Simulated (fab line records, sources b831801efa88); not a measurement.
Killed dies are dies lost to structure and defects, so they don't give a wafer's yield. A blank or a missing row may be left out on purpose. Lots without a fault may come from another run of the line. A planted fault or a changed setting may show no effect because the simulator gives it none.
Which tool did it? | flow sky130 | 11 lots, 32 wafers sampled, at 5 steps of a route of 708

WHAT THE GAUGES READ, wafer by wafer
SKY_CAPM_RS_MEAS_03: measures by four-point-probe. Usual: CAPM_TIN_RS 6.92 ohm/sq, standard deviation 0.06.
lot  | measured     | on            | CAPM_TIN_RS (ohm/sq) | flag
L470 | day 36 12:14 | film_metro-01 | 6.90 6.89 6.92       |
L471 | day 37 03:24 | film_metro-01 | 6.87 6.86 6.96       |
L479 | day 39 11:35 | film_metro-03 | 6.88 6.90            |
L480 | day 39 17:05 | film_metro-01 | 7.00 6.98 6.98       |
L484 | day 41 01:32 | film_metro-02 | 6.87 6.92 6.89       |
L483 | day 41 01:50 | film_metro-01 | 6.85 6.89 6.88       |
L485 | day 41 07:05 | film_metro-03 | 7.00 7.04 6.95       |
L487 | day 42 01:54 | film_metro-03 | 6.89 6.94 6.95       |
L489 | day 42 12:14 | film_metro-02 | 6.97 6.95 6.94       |
L490 | day 42 19:23 | film_metro-02 | 6.98 7.01 6.93       |
L491 | day 43 02:05 | film_metro-02 | 6.99 6.99 6.98       |

SKY_VIA4_OVL_MEAS_11. Usual: VIA4_OVL 0.2 nm, standard deviation 1.5.
lot  | measured     | on         | VIA4_OVL (nm)  | flag
L470 | day 42 21:54 | overlay-01 | 0.1 0.7 0.4    |
L471 | day 43 12:42 | overlay-02 | 1.7 0.7 2.3    |
L479 | day 45 14:14 | overlay-02 | 0.9 0.7        |
L480 | day 45 17:01 | overlay-02 | -1.2 -0.1 0.6  |
L484 | day 46 21:47 | overlay-01 | 1.8 0.6 0.8    |
L483 | day 46 21:54 | overlay-02 | -1.1 -1.5 -1.6 |
L485 | day 47 00:39 | overlay-02 | 2.0 1.1 -0.4   |
L487 | day 47 18:27 | overlay-02 | 1.3 -1.1 0.6   |
L489 | day 48 01:53 | overlay-02 | -1.5 -1.9 -2.9 |
L490 | day 48 08:55 | overlay-01 | 0.2 2.1 1.1    |
L491 | day 48 15:12 | overlay-01 | 0.5 3.7 -1.1   |

SKY_PASSIVATION_THK_MEAS_03. Usual: PASSIVATION_CVD_02_THK 540 nm, standard deviation 6.
lot  | measured     | on            | PASSIVATION_CVD_02_THK (nm) | flag
L470 | day 44 00:08 | film_metro-03 | 548 550 541                 |
L471 | day 44 14:44 | film_metro-02 | 540 545 542                 |
L479 | day 46 13:11 | film_metro-03 | 489 483                     | OFF
L480 | day 46 16:30 | film_metro-03 | 476 483 484                 | OFF
L484 | day 47 20:05 | film_metro-04 | 537 534 543                 |
L483 | day 47 20:59 | film_metro-02 | 533 535 546                 |
L485 | day 47 23:50 | film_metro-02 | 535 532 540                 |
L487 | day 48 16:42 | film_metro-02 | 536 534 537                 |
L489 | day 48 22:46 | film_metro-02 | 540 539 543                 |
L490 | day 49 05:53 | film_metro-03 | 540 545 547                 |
L491 | day 49 12:38 | film_metro-02 | 542 551 552                 |

WHICH TOOL RAN EACH LOT (tool, then ch and the chambers of the sampled wafers, then the start)
lot  | SKY_METAL4_SPUTTER_00        | SKY_PASSIVATION_CVD_02
L470 | pvd_sputter-03, day 39 19:22 | pecvd-02 ch 0,1,2, day 43 23:54
L471 | pvd_sputter-01, day 40 12:42 | pecvd-01 ch 0,1,2, day 44 14:30
L479 | pvd_sputter-02, day 42 14:42 | pecvd-02 ch 0,2, day 46 13:02
L480 | pvd_sputter-03, day 42 20:25 | pecvd-02 ch 0,1,2, day 46 16:16
L484 | pvd_sputter-01, day 44 03:20 | pecvd-01 ch 0,1, day 47 19:51
L483 | pvd_sputter-03, day 44 03:49 | pecvd-03 ch 1,2, day 47 20:46
L485 | pvd_sputter-02, day 44 07:17 | pecvd-01 ch 1,2, day 47 23:36
L487 | pvd_sputter-03, day 45 02:18 | pecvd-03 ch 1,2, day 48 16:29
L489 | pvd_sputter-03, day 45 10:51 | pecvd-01 ch 0,1,2, day 48 22:33
L490 | pvd_sputter-01, day 45 17:52 | pecvd-03 ch 0,1,2, day 49 05:45
L491 | pvd_sputter-02, day 46 00:25 | pecvd-01 ch 0,2, day 49 12:24
- SKY_METAL4_SPUTTER_00: material Ti, target thk 15 nm, time 10 s.
- SKY_PASSIVATION_CVD_02: deposits Si3N4, target thk 540 nm.

WHAT THE TOOLS THEMSELVES READ (means of the sampled wafers that have a number; where no wafer has one, the mark that the record gives instead)
SKY_METAL4_SPUTTER_00. Usual: throttle_valve_pct 29.7 %, standard deviation 1.2.
lot  | tool           | throttle_valve_pct (%) | flag
L470 | pvd_sputter-03 | 29.5                   |
L471 | pvd_sputter-01 | 29.9                   |
L479 | pvd_sputter-02 | 30.8                   |
L480 | pvd_sputter-03 | 29.6                   |
L484 | pvd_sputter-01 | 30.4                   |
L483 | pvd_sputter-03 | 29.7                   |
L485 | pvd_sputter-02 | 28.7                   |
L487 | pvd_sputter-03 | 29.8                   |
L489 | pvd_sputter-03 | 29.7                   |
L490 | pvd_sputter-01 | 29.6                   |
L491 | pvd_sputter-02 | 30.7                   |

SKY_PASSIVATION_CVD_02. Usual: heater_power_w 714 W, standard deviation 71; susceptor_temp_C 399.97 C, standard deviation 0.24.
lot  | tool     | heater_power_w (W) | susceptor_temp_C (C) | flag
L470 | pecvd-02 | 711                | 399.87               |
L471 | pecvd-01 | 709                | 399.98               |
L479 | pecvd-02 | 751                | -                    | OFF
L480 | pecvd-02 | 713                | -                    | OFF
L484 | pecvd-01 | 702                | 400.01               |
L483 | pecvd-03 | 666                | 399.80               |
L485 | pecvd-01 | 747                | 400.01               |
L487 | pecvd-03 | 683                | 399.85               |
L489 | pecvd-01 | 755                | 399.95               |
L490 | pecvd-03 | 674                | 399.73               |
L491 | pecvd-01 | 735                | 400.08               |

THE ANSWER, worked out from the rows above alone
Rule: a lot is off if the mean of its wafers that have a number lies more than 3 standard deviations from the usual mean. A lot without any number at a reading at which 4 lots or more have one is off too. The other lots that the step has rows for count as sound. The gauges are gone through in route order, then the tools' own readings, and for those a lot's mean is taken as printed above. The first step at which some lot is off is used, and at that step the reading that is off furthest; a lot without a number counts as furthest.
Off: L479, L480, at SKY_PASSIVATION_THK_MEAS_03 (PASSIVATION_CVD_02_THK).
A tool fits if, at a process step before that reading, it ran every lot that is off, and no sound lot after the first of them. The gauges at SKY_PASSIVATION_THK_MEAS_03 aren't tried: what is off there is off at SKY_PASSIVATION_CVD_02 too, on other tools, and a gauge's error can't cause that. One fits: pecvd-02 at SKY_PASSIVATION_CVD_02. Its last sound lot is L470 (day 43 23:54), its first lot that is off L479 (day 46 13:02): a fault that began between those two fits.
Blank at SKY_PASSIVATION_CVD_02 on the lots that are off, where sound lots have numbers: susceptor_temp_C.

WHAT THE SIMULATOR HAD PUT IN
Process parameter drift: pecvd-02, from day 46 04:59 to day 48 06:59, at SKY_PASSIVATION_CVD_02. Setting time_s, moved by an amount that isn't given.
Lots struck among those shown: L479, L480. The rule above found the same.
